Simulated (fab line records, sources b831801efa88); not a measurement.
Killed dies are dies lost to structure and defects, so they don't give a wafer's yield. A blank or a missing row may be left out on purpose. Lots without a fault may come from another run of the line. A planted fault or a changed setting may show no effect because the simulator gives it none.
A struck lot beside a sound one | flow gf180mcu | 20 steps out of a route of 602
Sound: wafers L225.1, L225.5, L225.6. Struck: wafers L229.1, L229.3, L229.5. The cause comes at the end.
At each step with rows: each side's tool, then ch and its chambers, then its first start. Under that, the readings that differ: sound wafers | struck wafers | difference of the means | sigmas: that difference in standard deviations of wafers without a fault.
alike: readings whose means differ by less than 2 such deviations, and words and numbers that are the same on both sides. not compared: withheld readings, readings that some wafer has no value for, bounds like >300 that may hide the same value, and numbers for which the record gives no deviation and whose values overlap.
The two part at a step that has a row with sigmas, a row that says differs or no value, or rows on one side only. Numbers that don't overlap but have no deviation are shown without sigmas and don't part them. A reading that every wafer of one side lacks parts them only if that side has two wafers or more.

first, 6 steps without rows for these wafers: GF_M4_HMDS_08 (prime time 60 s); GF_M4_COAT_09 (resist thk 1000 nm); GF_M4_SOFTBAKE_10 (time 60 s); GF_M4_EXPOSE_11 (exposes mask Metal4, target cd 280 nm); GF_M4_PEB_12 (peb time 90 s); GF_M4_DEVELOP_13 (develop time 60 s).
GF_M4_CD_MEAS_14: target cd 280 nm.
  sound on cd_sem-02, day 23 10:02; struck on cd_sem-01, day 24 18:53
  alike: cd_nm
GF_M4_OVL_MEAS_15:
  sound on overlay-02, day 23 10:09; struck on overlay-02, day 24 19:00
  alike: M4_OVL
GF_M4_METAL_ETCH_16: etches the open film in Cl2/BCl3, stops on SiO2, target depth 750.8 nm, time 125.1 s.
  sound on rie_metal-01 ch 0,1, day 23 10:11; struck on rie_metal-04 ch 0,1, day 24 19:02
  reading                     | sound       | struck      | difference | sigmas
  drypump_motor_current_A (A) | 5.0 5.0 5.5 | 5.9 6.1 6.1 | +0.9       | +2
  alike: oes_product_au, throttle_valve_pct
  not compared: rf_hours_counter_h
GF_M4_STRIP_17: strips in O2/N2.
  sound on plasma_asher-02 ch 0,1, day 23 10:19; struck on plasma_asher-04 ch 0,1, day 24 19:10
  reading            | sound       | struck      | difference | sigmas
  heater_power_w (W) | 291 320 292 | 423 326 425 | +90        | +2
  alike: drypump_motor_current_A, n2_flow_sccm, oes_product_au, platen_temp_c, strip_time_to_endpoint_s
  not compared: rf_hours_counter_h
then, 2 steps without rows for these wafers: GF_M4_STRIP_18 (strips in post etch residue remover, time 1200 s); GF_M4_CLEAN_19 (cleans in DIW).
GF_V4_CVD_00: deposits SiO2, target thk 600 nm, time 100 s.
  sound on hdpcvd-01 ch 0,1, day 23 10:59; struck on hdpcvd-01 ch 0,1,2, day 24 20:04
GF_V4_THK_MEAS_01:
  sound on film_metro-04, day 23 11:04; struck on film_metro-01, day 24 20:08
  reading            | sound       | struck         | difference | sigmas
  V4_CVD_00_THK (nm) | 600 602 595 | 1201 1207 1209 | +607       | +99 or more
GF_V4_CVD_02: deposits SiO2 from TEOS, target thk 850 nm, time 94.851 s.
  sound on pecvd-01 ch 1,2, day 23 11:07; struck on pecvd-01 ch 0,1,2, day 24 20:12
  alike: heater_power_w
GF_V4_THK_MEAS_03:
  sound on film_metro-02, day 23 11:11; struck on film_metro-01, day 24 20:23
  alike: V4_CVD_02_THK
GF_V4_CMP_04: polishes SiO2.
  sound on cmp-01 ch 1,2, day 23 11:15; struck on cmp-01 ch 0,1, day 24 20:26
  alike: motor_current_A, time_to_endpoint_s
GF_V4_BOW_MEAS_05:
  sound on film_metro-01, day 23 11:33; struck on film_metro-01, day 24 20:44
  reading     | sound       | struck      | difference | sigmas
  V4_BOW (um) | 134 126 136 | 165 160 162 | +30        | +3
then, 1 step without rows for these wafers: GF_V4_DEHYDRATE_06 (time 60 s).
-- the record jumps here: 5 days lie between the struck wafers' starts before and after (it left off in module V4 and takes up again in module PASSIVATION, whose first step shown is number 602 of the route) --
GF_PASSIVATION_PROBE_99:
  the record has rows for the struck wafers here (prober-01, day 30 04:48) and none for the sound ones

WHERE THEY PART
First at GF_M4_METAL_ETCH_16; last, within this record, at GF_PASSIVATION_PROBE_99.

WHY: what the simulator had put in
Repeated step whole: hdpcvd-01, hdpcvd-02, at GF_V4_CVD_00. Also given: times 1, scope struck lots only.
